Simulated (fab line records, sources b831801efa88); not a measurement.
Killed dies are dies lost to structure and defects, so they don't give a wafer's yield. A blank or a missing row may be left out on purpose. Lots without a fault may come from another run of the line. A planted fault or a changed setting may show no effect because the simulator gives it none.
Tool commonality check | flow gf180mcu | 13 lots, 39 wafers sampled

WHY IT WAS OPENED
At GF_VT_IMPLANT_RS_MEAS_47 the reading NWELL_RS is flagged on 2 of 13 lots. Wafers without a fault read 488.4 ohm/sq, standard deviation 1.
Rule: a lot is flagged when every wafer of it that has a number lies more than 4 standard deviations from that mean, or none has a number. The other lots count as sound.

lot  | measured     | on            | NWELL_RS (ohm/sq), wafer by wafer | flag
L300 | day 7 12:32  | film_metro-01 | 489.8 489.4 489.4                 |
L301 | day 7 19:55  | film_metro-01 | 489.1 487.9 489.0                 |
L304 | day 8 14:55  | film_metro-01 | 488.3 488.6 488.7                 |
L305 | day 8 21:10  | film_metro-01 | 490.0 490.2 489.8                 |
L306 | day 9 05:05  | film_metro-02 | 486.9 487.2 488.3                 |
L308 | day 9 21:14  | film_metro-02 | 487.0 488.3 488.8                 |
L309 | day 10 03:21 | film_metro-04 | 487.2 487.7 488.3                 |
L310 | day 10 09:38 | film_metro-04 | 487.4 487.2 488.8                 |
L311 | day 10 14:34 | film_metro-01 | 488.3 489.1 489.6                 |
L312 | day 10 22:34 | film_metro-02 | 487.8 487.8 487.5                 |
L314 | day 11 13:14 | film_metro-04 | 489.3 486.7 489.5                 |
L315 | day 11 19:49 | film_metro-02 | 481.0 481.7 481.6                 | FLAGGED
L322 | day 13 15:31 | film_metro-04 | 481.7 481.7 482.0                 | FLAGGED
The numbers of the flagged lots are 481.6 ohm/sq on average: -6.8 ohm/sq against the usual, or -7 standard deviations.

WHICH TOOL RAN EACH LOT
The record holds 2 process steps before the reading, out of a route of 602 steps. In each cell: the tool, then ch and the chambers that the sampled wafers went through, then the start.
lot  | flag    | GF_NWELL_IMPLANT_09            | GF_VT_IMPLANT_STRIP_20
L300 |         | implanter-03 ch 0, day 3 07:10 | plasma_asher-03 ch 0,1, day 6 05:11
L301 |         | implanter-03 ch 0, day 3 13:02 | plasma_asher-04 ch 0,1, day 6 11:53
L304 |         | implanter-03 ch 0, day 4 04:41 | plasma_asher-04 ch 0,1, day 7 07:05
L305 |         | implanter-01 ch 0, day 4 09:35 | plasma_asher-01 ch 0,1, day 7 13:14
L306 |         | implanter-03 ch 0, day 4 16:09 | plasma_asher-04 ch 0,1, day 7 19:47
L308 |         | implanter-03 ch 0, day 5 05:04 | plasma_asher-03 ch 0,1, day 8 10:56
L309 |         | implanter-01 ch 0, day 5 09:14 | plasma_asher-03 ch 0,1, day 8 15:46
L310 |         | implanter-01 ch 0, day 5 15:15 | plasma_asher-03 ch 0, day 8 22:17
L311 |         | implanter-01 ch 0, day 5 19:11 | plasma_asher-03 ch 0,1, day 9 02:44
L312 |         | implanter-03 ch 0, day 6 01:26 | plasma_asher-04 ch 0,1, day 9 10:11
L314 |         | implanter-01 ch 0, day 6 14:00 | plasma_asher-01 ch 0,1, day 9 23:41
L315 | FLAGGED | implanter-01 ch 0, day 6 18:26 | plasma_asher-01 ch 0,1, day 10 06:11
L322 | FLAGGED | implanter-01 ch 0, day 8 06:32 | plasma_asher-03 ch 0,1, day 11 23:23
What these steps do:
- GF_NWELL_IMPLANT_09
- GF_VT_IMPLANT_STRIP_20: strips in O2/N2.
- GF_VT_IMPLANT_RS_MEAS_47: measures by four-point-probe.

FLAGGED OVER TOTAL, TOOL BY TOOL (the gauges that took the reading come last)
step                     | tool            | lots run | flagged | share of the flagged lots | sound lots run after its first flagged lot
GF_NWELL_IMPLANT_09      | implanter-01    | 7        | 2       | all                       | 0
GF_NWELL_IMPLANT_09      | implanter-03    | 6        | 0       | none                      | -
GF_VT_IMPLANT_STRIP_20   | plasma_asher-01 | 3        | 1       | some                      | 0
GF_VT_IMPLANT_STRIP_20   | plasma_asher-03 | 6        | 1       | some                      | 0
GF_VT_IMPLANT_STRIP_20   | plasma_asher-04 | 4        | 0       | none                      | -
GF_VT_IMPLANT_RS_MEAS_47 | film_metro-01   | 5        | 0       | none                      | -
GF_VT_IMPLANT_RS_MEAS_47 | film_metro-02   | 4        | 1       | some                      | 0
GF_VT_IMPLANT_RS_MEAS_47 | film_metro-04   | 4        | 1       | some                      | 0

WHAT THE TABLE ALLOWS
1 row of the table ran every flagged lot: implanter-01 at GF_NWELL_IMPLANT_09.
- implanter-01 at GF_NWELL_IMPLANT_09: 2 of its 7 lots flagged. Its last sound lot is L314 (day 6 14:00), its first flagged lot L315 (day 6 18:26): a fault that began between those two fits. Its own readings lie more than 4 standard deviations out on every wafer of the flagged lots: dose_ions_cm2.
One tool is left: implanter-01 at GF_NWELL_IMPLANT_09.

WHAT THE SIMULATOR HAD PUT IN
Process parameter drift: implanter-01, from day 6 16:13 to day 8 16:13, at GF_NWELL_IMPLANT_09. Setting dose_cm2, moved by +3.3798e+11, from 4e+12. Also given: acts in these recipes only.
Lots struck among those shown: L315, L322. The rule above found the same.
